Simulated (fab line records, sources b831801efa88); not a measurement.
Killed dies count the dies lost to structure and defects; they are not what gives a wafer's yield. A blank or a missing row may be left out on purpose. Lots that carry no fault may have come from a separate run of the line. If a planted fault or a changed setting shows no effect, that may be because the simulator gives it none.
A lot that was struck, set against a sound lot / flow gf180mcu / 14 out of 602 route steps
Sound: wafers L411.2, L411.4, L411.5. Wafers struck: L417.2, L417.3, L417.6. The cause is given at the end.
Order at every step that has rows: each side's tool, ch and its chambers, its first start. Under that, the readings that differ: sound wafers / struck wafers / difference of the means / sigmas: that difference in standard deviations of wafers without a fault.
alike: same words and numbers on both sides, and readings whose means sit less than 2 such deviations apart. not compared: any withheld reading, any reading some wafer has no value for, any bound like >300 that may hide the same value, and any number with overlapping values for which the record gives no deviation.
The two part at a step that has a row with sigmas, a row that says differs or no value, or rows on one side only. Numbers that don't overlap but have no deviation are shown without sigmas and don't part them. Lack of a reading on every wafer of one side parts them only where that side has two or more wafers.

GF_VT_IMPLANT_RS_MEAS_47: a four-point-probe measurement.
  sound: filmMetro-01 at day 7 20:47; struck: filmMetro-03 at day 9 15:47
  alike: NWELL_RS
GF_VT_IMPLANT_RS_MEAS_48: a four-point-probe measurement.
  sound: filmMetro-01 at day 7 20:54; struck: filmMetro-03 at day 9 15:55
  alike: LVPWELL_RS
GF_VT_IMPLANT_RS_MEAS_49: a four-point-probe measurement.
  sound: filmMetro-01 at day 7 21:01; struck: filmMetro-03 at day 9 16:02
  alike: MVPSD_RS
then, 4 steps without rows for these wafers: GF_VT_IMPLANT_WET_ETCH_50 (etches SiO2 in dHF, target depth 20 nm, time 400 s); GF_DUAL_GATE_CLEAN_00 (cleans in SC1/SC2, time 150 s); GF_DUAL_GATE_CLEAN_01 (cleans in dHF, time 20 s); GF_DUAL_GATE_OXIDATION_02 (stabilise 600 s, purge 300 s, target thk 10.887 nm).
GF_DUAL_GATE_THK_MEAS_03:
  sound: filmMetro-04 at day 7 23:18; struck: filmMetro-02 at day 9 19:26
  alike: DUAL_GATE_OXIDATION_00_THK
then, 4 steps without rows for these wafers: GF_DUAL_GATE_DEHYDRATE_04 (time 60 s); GF_DUAL_GATE_HMDS_05 (prime time 60 s); GF_DUAL_GATE_COAT_06 (resist thk 1000 nm); GF_DUAL_GATE_SOFTBAKE_07 (time 60 s).
GF_DUAL_GATE_EXPOSE_08: exposes mask Dualgate, target cd 700 nm.
  sound on ilineStepper-02 ch 0, day 8 07:17; struck on ilineStepper-01, day 10 04:35
  no value came back on the struck wafers for exposureDoseMJCm2, focusOffsetNm (nm); on the sound wafers exposureDoseMJCm2 reads 140.10 140.16 140.02
  alike: mask
next, for these wafers, 1 step has no rows: GF_DUAL_GATE_PEB_09.

== WHERE THEY PART ==
Within this record, at GF_DUAL_GATE_EXPOSE_08 only.

WHY: the cause the simulator had injected
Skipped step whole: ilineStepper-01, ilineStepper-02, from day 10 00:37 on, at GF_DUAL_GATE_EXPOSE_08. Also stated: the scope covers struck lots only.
